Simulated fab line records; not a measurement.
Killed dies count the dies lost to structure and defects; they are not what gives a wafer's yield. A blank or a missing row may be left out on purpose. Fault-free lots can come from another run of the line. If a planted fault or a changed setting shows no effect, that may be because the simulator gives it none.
Which of the tools did it?    flow sky130    6 lots with 18 wafers sampled at 4 steps, on a route of 708 steps

== WHAT THE GAUGES SHOWED, per wafer ==
SKY_VIA3_THK_MEAS_01.
lot   measured      on            VIA3_HDPCVD_THK (nm)
L795  day 39 08:27  filmMetro-03  1561 1566 1585
L801  day 41 04:11  filmMetro-02  1581 1591 1613
L804  day 42 01:11  filmMetro-02  1558 1575 2385
L807  day 42 23:15  filmMetro-03  1581 1583 1553
L814  day 44 07:32  filmMetro-03  1555 1542 1570
L816  day 45 08:20  filmMetro-03  1581 1600 1621

== WHAT TOOL EACH LOT RAN ON (gives the tool, then ch and the chambers of the sampled wafers, and finally the start) ==
lot   SKY_CAPM_CVD_00                  SKY_METAL3_DESCUM_15              SKY_VIA3_HDPCVD_00
L795  pecvd-02 ch 0,1,2, day 37 04:06  rieMetal-01 ch 0,1, day 39 07:18  hdpcvd-01 ch 1,2, day 39 08:16
L801  pecvd-01 ch 0,1, day 39 02:25    rieMetal-02 ch 0,1, day 41 03:05  hdpcvd-01 ch 0,1,2, day 41 03:59
L804  pecvd-03 ch 0,1,2, day 39 22:40  rieMetal-02 ch 0,1, day 41 23:59  hdpcvd-01 ch 0,1, day 42 01:00
L807  pecvd-02 ch 0,2, day 40 22:23    rieMetal-03 ch 0,1, day 42 22:07  hdpcvd-02 ch 1,2, day 42 23:04
L814  pecvd-02 ch 0,2, day 42 08:23    rieMetal-02 ch 0,1, day 44 06:28  hdpcvd-02 ch 0,1,2, day 44 07:22
L816  pecvd-02 ch 0,1,2, day 43 10:46  rieMetal-03 ch 0,1, day 45 07:13  hdpcvd-02 ch 0,1,2, day 45 08:10
- SKY_CAPM_CVD_00: deposits SiO2, target thk 15.5 nm.
- SKY_METAL3_DESCUM_15: chemistry O2, time 8 s.
- SKY_VIA3_HDPCVD_00: deposits SiO2, target thk 1635 nm, time 261.3 s.

== THE ANSWER, worked out from the rows above alone ==
Rule: the lots themselves supply what counts as usual. Put in order of their means at a reading, lots are off if they are a third of the lots or fewer, leave a main group of 4 or more, and stand apart from it by a gap of 3 or more times the standard deviation of the main group's means; of several such gaps the widest counts. The tables above print the reading to a certain number of digits; a main group whose means all agree to those digits is not used. Also off: a lot with no number at a reading for which 4 or more lots have one. Where the step has rows for the other lots, those lots are counted as sound.
Off: L804, seen at SKY_VIA3_THK_MEAS_01 (VIA3_HDPCVD_THK). Mean 1579 nm and standard deviation 17 in the main group.
A tool fits if, at a process step before that reading, it ran every lot that is off, and no sound lot after the first of them. Gauges at SKY_VIA3_THK_MEAS_01: tried the same way as those tools. Can't be told from this: 3 tools fit, pecvd-03 at SKY_CAPM_CVD_00, hdpcvd-01 at SKY_VIA3_HDPCVD_00, filmMetro-02 at SKY_VIA3_THK_MEAS_01.

== WHAT THE SIMULATOR HAD INSERTED ==
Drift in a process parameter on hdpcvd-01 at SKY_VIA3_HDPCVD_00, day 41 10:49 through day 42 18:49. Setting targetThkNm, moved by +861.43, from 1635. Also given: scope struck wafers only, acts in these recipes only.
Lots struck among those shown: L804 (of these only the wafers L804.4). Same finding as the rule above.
